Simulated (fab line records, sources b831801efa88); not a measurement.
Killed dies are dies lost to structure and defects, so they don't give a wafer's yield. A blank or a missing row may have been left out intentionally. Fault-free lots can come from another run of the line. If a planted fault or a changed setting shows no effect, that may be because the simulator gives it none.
Which of the tools did it? :: flow sky130 :: 13 lots with 38 wafers sampled at 4 steps, on a route of 708 steps

## WHAT EACH GAUGE READ, for each wafer
SKY_VIA2_RS_MEAS_22: measurement is done with a four-point probe.
lot: L781
measured: day 35 23:46
on: film_metro-03
VIA2_W_RS (ohm/sq): 0.273 0.282 0.275

lot: L787
measured: day 38 10:18
on: film_metro-03
VIA2_W_RS (ohm/sq): 0.275 0.270

lot: L789
measured: day 38 23:19
on: film_metro-03
VIA2_W_RS (ohm/sq): 0.270 0.276 0.274

lot: L790
measured: day 39 04:42
on: film_metro-03
VIA2_W_RS (ohm/sq): 0.276 0.277 0.273

lot: L794
measured: day 40 15:37
on: film_metro-01
VIA2_W_RS (ohm/sq): 0.277 0.274 0.272

lot: L795
measured: day 40 19:10
on: film_metro-01
VIA2_W_RS (ohm/sq): 0.277 0.283 0.278

lot: L796
measured: day 41 07:14
on: film_metro-04
VIA2_W_RS (ohm/sq): 0.279 0.276 0.279

lot: L798
measured: day 41 14:08
on: film_metro-01
VIA2_W_RS (ohm/sq): 0.284 0.277 0.276

lot: L799
measured: day 41 22:13
on: film_metro-03
VIA2_W_RS (ohm/sq): 0.265 0.275 0.268

lot: L800
measured: day 42 02:57
on: film_metro-03
VIA2_W_RS (ohm/sq): 0.275 0.276 0.275

lot: L801
measured: day 42 07:42
on: film_metro-03
VIA2_W_RS (ohm/sq): 0.274 0.271 0.265

lot: L802
measured: day 42 12:34
on: film_metro-03
VIA2_W_RS (ohm/sq): 0.269 0.271 0.273

lot: L804
measured: day 43 02:16
on: film_metro-03
VIA2_W_RS (ohm/sq): 0.278 0.274 0.275

SKY_VIA2_THK_MEAS_23: measures by xrf.
lot: L781
measured: day 35 23:53
on: film_metro-03
VIA2_W_THK (nm): 431 418 429

lot: L787
measured: day 38 10:25
on: film_metro-03
VIA2_W_THK (nm): 424 431

lot: L789
measured: day 38 23:26
on: film_metro-03
VIA2_W_THK (nm): 432 421 426

lot: L790
measured: day 39 04:49
on: film_metro-03
VIA2_W_THK (nm): 425 425 430

lot: L794
measured: day 40 15:44
on: film_metro-01
VIA2_W_THK (nm): 420 425 428

lot: L795
measured: day 40 19:17
on: film_metro-01
VIA2_W_THK (nm): 420 410 420

lot: L796
measured: day 41 07:20
on: film_metro-04
VIA2_W_THK (nm): 421 427 420

lot: L798
measured: day 41 14:15
on: film_metro-01
VIA2_W_THK (nm): 408 420 421

lot: L799
measured: day 41 22:19
on: film_metro-03
VIA2_W_THK (nm): 449 436 444

lot: L800
measured: day 42 03:04
on: film_metro-03
VIA2_W_THK (nm): 437 435 436

lot: L801
measured: day 42 07:49
on: film_metro-03
VIA2_W_THK (nm): 439 446 452

lot: L802
measured: day 42 12:40
on: film_metro-03
VIA2_W_THK (nm): 448 443 442

lot: L804
measured: day 43 02:23
on: film_metro-03
VIA2_W_THK (nm): 430 434 434

SKY_CAPM_THK_MEAS_01.
lot: L781
measured: day 36 00:26
on: film_metro-02
CAPM_CVD_00_THK (nm): 15.21 15.82 15.48

lot: L787
measured: day 38 10:58
on: film_metro-02
CAPM_CVD_00_THK (nm): 16.05 16.47

lot: L789
measured: day 38 23:58
on: film_metro-02
CAPM_CVD_00_THK (nm): 15.95 16.20 16.47

lot: L790
measured: day 39 05:22
on: film_metro-02
CAPM_CVD_00_THK (nm): 16.18 16.14 16.39

lot: L794
measured: day 40 16:17
on: film_metro-01
CAPM_CVD_00_THK (nm): 15.43 15.42 15.42

lot: L795
measured: day 40 19:50
on: film_metro-03
CAPM_CVD_00_THK (nm): 15.17 15.26 14.85

lot: L796
measured: day 41 07:52
on: film_metro-01
CAPM_CVD_00_THK (nm): 15.32 15.38 15.44

lot: L798
measured: day 41 14:48
on: film_metro-03
CAPM_CVD_00_THK (nm): 15.44 15.38 15.56

lot: L799
measured: day 41 22:52
on: film_metro-01
CAPM_CVD_00_THK (nm): 15.72 15.65 15.61

lot: L800
measured: day 42 03:43
on: film_metro-01
CAPM_CVD_00_THK (nm): 15.43 15.56 15.63

lot: L801
measured: day 42 08:21
on: film_metro-03
CAPM_CVD_00_THK (nm): 15.38 15.15 15.50

lot: L802
measured: day 42 13:13
on: film_metro-03
CAPM_CVD_00_THK (nm): 15.30 15.46 15.46

lot: L804
measured: day 43 02:55
on: film_metro-03
CAPM_CVD_00_THK (nm): 15.38 15.19 15.62

## TOOL THAT RAN EACH LOT (tool first, then ch and the chambers of the sampled wafers, then the start)
lot: L781
SKY_METAL3_SPUTTER_01: pvd_sputter-03, day 36 00:16

lot: L787
SKY_METAL3_SPUTTER_01: pvd_sputter-02, day 38 10:47

lot: L789
SKY_METAL3_SPUTTER_01: pvd_sputter-02, day 38 23:49

lot: L790
SKY_METAL3_SPUTTER_01: pvd_sputter-02, day 39 05:11

lot: L794
SKY_METAL3_SPUTTER_01: pvd_sputter-04, day 40 16:07

lot: L795
SKY_METAL3_SPUTTER_01: pvd_sputter-03, day 40 19:40

lot: L796
SKY_METAL3_SPUTTER_01: pvd_sputter-02, day 41 07:43

lot: L798
SKY_METAL3_SPUTTER_01: pvd_sputter-02, day 41 14:38

lot: L799
SKY_METAL3_SPUTTER_01: pvd_sputter-04, day 41 22:41

lot: L800
SKY_METAL3_SPUTTER_01: pvd_sputter-04, day 42 03:34

lot: L801
SKY_METAL3_SPUTTER_01: pvd_sputter-02, day 42 08:12

lot: L802
SKY_METAL3_SPUTTER_01: pvd_sputter-02, day 42 13:02

lot: L804
SKY_METAL3_SPUTTER_01: pvd_sputter-02, day 43 02:46
- SKY_METAL3_SPUTTER_01: material TiN, target thk 20 nm, time 16.26 s.

## AS READ BY THE TOOLS THEMSELVES (means over the sampled wafers that have a number; for cases with no such wafer, the mark the record gives instead)
SKY_METAL3_SPUTTER_01.
lot: L781
tool: pvd_sputter-03
throttle_valve_pct (%): 31.0

lot: L787
tool: pvd_sputter-02
throttle_valve_pct (%): 28.4

lot: L789
tool: pvd_sputter-02
throttle_valve_pct (%): 29.1

lot: L790
tool: pvd_sputter-02
throttle_valve_pct (%): 28.8

lot: L794
tool: pvd_sputter-04
throttle_valve_pct (%): 28.8

lot: L795
tool: pvd_sputter-03
throttle_valve_pct (%): 30.0

lot: L796
tool: pvd_sputter-02
throttle_valve_pct (%): 29.3

lot: L798
tool: pvd_sputter-02
throttle_valve_pct (%): 28.9

lot: L799
tool: pvd_sputter-04
throttle_valve_pct (%): 29.6

lot: L800
tool: pvd_sputter-04
throttle_valve_pct (%): 29.3

lot: L801
tool: pvd_sputter-02
throttle_valve_pct (%): 29.5

lot: L802
tool: pvd_sputter-02
throttle_valve_pct (%): 28.6

lot: L804
tool: pvd_sputter-02
throttle_valve_pct (%): 28.9

## THE ANSWER, worked out from the rows above alone
Rule: the lots themselves supply what counts as usual. The widest of any qualifying gaps counts: lots, ordered by their means at a reading, are off when they make up no more than a third of the lots, leave a main group of 4 or more, and stand apart from it by 3 or more times the standard deviation of that group's means. The tables above print the reading to a certain number of digits; a main group whose means all agree to those digits is not used. Also off: a lot with no number at a reading for which 4 or more lots have one. Any other lot the step has rows for is counted as sound. First the gauges in route order, then the tools' own readings, where a lot's mean is used as printed above. The first step at which some lot is off is used, and at that step the reading that is off furthest; a lot without a number counts as furthest.
Off: L787, L789, L790, seen at SKY_CAPM_THK_MEAS_01 (CAPM_CVD_00_THK). The main group: mean 15.42 nm, standard deviation 0.14.
A tool fits if, at a process step before that reading, it ran every lot that is off, and no sound lot after the first of them. Those tools and the gauges at SKY_CAPM_THK_MEAS_01 are tried in the same way. One fits: film_metro-02 at SKY_CAPM_THK_MEAS_01. Its last sound lot is L781 (day 36 00:26), its first lot that is off L787 (day 38 10:58): a fault that began between those two fits.

## WHAT THE SIMULATOR HAD INSERTED
Metrology matching offset: film_metro-02, from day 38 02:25 on, at SKY_CAPM_THK_MEAS_01. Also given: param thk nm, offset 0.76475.
Lots struck among those shown: L787, L789, L790. Same finding as the rule above.
